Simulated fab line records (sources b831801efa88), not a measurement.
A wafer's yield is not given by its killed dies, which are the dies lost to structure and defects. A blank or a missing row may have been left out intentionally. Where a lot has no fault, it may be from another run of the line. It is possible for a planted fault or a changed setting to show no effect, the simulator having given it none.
Which tool did it? + flow sky130 + Sampling: 6 lots, 18 wafers, 3 of 708 route steps

== WHAT THE GAUGES SHOWED, per wafer ==
SKY_GATE_OXIDE_OVL_MEAS_10.
| lot  | measured     | on         | GATE_OXIDE_OVL (nm)                 |
|------|--------------|------------|-------------------------------------|
| L778 | day 15 06:05 | overlay-01 | -0.2 -2.2 -0.5                      |
| L780 | day 16 00:02 | overlay-01 | -2.2 -1.5 -4.5                      |
| L787 | day 18 18:18 | overlay-01 | -0.3 -0.3 0.2                       |
| L788 | day 19 04:36 | overlay-01 | -2.9 -3.7 -4.4                      |
| L794 | day 20 12:14 | overlay-01 | 216.4 214.8 215.8 218.4 216.2 218.1 |
| L798 | day 21 08:59 | overlay-01 | -4.9 -5.9 -5.6                      |

== TOOL THAT RAN EACH LOT (tool first, then ch and the chambers of the sampled wafers, then the start) ==
| lot  | SKY_SONOS_ONO_ETCH_15              | SKY_GATE_OXIDE_EXPOSE_07            |
|------|------------------------------------|-------------------------------------|
| L778 | rie_diel-03 ch 1,3, day 14 01:20   | iline_stepper-01 ch 0, day 14 15:52 |
| L780 | rie_diel-04 ch 0,2,3, day 14 18:17 | iline_stepper-02 ch 0, day 15 10:24 |
| L787 | rie_diel-03 ch 0,1,3, day 17 09:49 | iline_stepper-01 ch 0, day 18 02:40 |
| L788 | rie_diel-03 ch 1,2, day 17 19:11   | iline_stepper-02 ch 0, day 18 14:00 |
| L794 | rie_diel-01 ch 1,2,3, day 19 02:10 | iline_stepper-02 ch 0, day 19 20:59 |
| L798 | rie_diel-01 ch 0,1,2, day 20 00:37 | iline_stepper-01 ch 0, day 20 17:48 |
- SKY_SONOS_ONO_ETCH_15: etches the open film in CHF3/O2, target depth 19.52 nm, time 7.8 s.
- SKY_GATE_OXIDE_EXPOSE_07: exposes mask LVOM, target cd 600 nm.

== THE ANSWER, worked out from the rows above alone ==
Rule: usual is defined by the lots themselves. The widest of any qualifying gaps counts: lots, ordered by their means at a reading, are off when they make up no more than a third of the lots, leave a main group of 4 or more, and stand apart from it by 3 or more times the standard deviation of that group's means. If all means in a main group match to the digits the tables above print for the reading, that group is not used. A lot without any number at a reading at which 4 lots or more have one is off too. All remaining lots with rows at the step are treated as sound.
Off: L794, seen at SKY_GATE_OXIDE_OVL_MEAS_10 (GATE_OXIDE_OVL). For the main group the mean is -2.6 nm and the standard deviation 1.9.
If a tool, at a process step before that reading, ran all the lots that are off and no sound lot after the first of them, it fits. The gauges at SKY_GATE_OXIDE_OVL_MEAS_10 are tried like those tools. One fits: SKY_GATE_OXIDE_EXPOSE_07 on iline_stepper-02. A fault onset in the window from L788 (day 18 14:00, its last sound lot) to L794 (day 19 20:59, its first lot off) fits.

== WHAT THE SIMULATOR HAD INSERTED ==
Scanner matching overlay: iline_stepper-02, from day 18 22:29 on, at SKY_GATE_OXIDE_EXPOSE_07. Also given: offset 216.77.
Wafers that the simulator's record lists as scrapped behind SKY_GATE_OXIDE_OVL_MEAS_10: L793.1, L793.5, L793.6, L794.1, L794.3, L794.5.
Lots struck among those shown: L794. The rule above found the same.
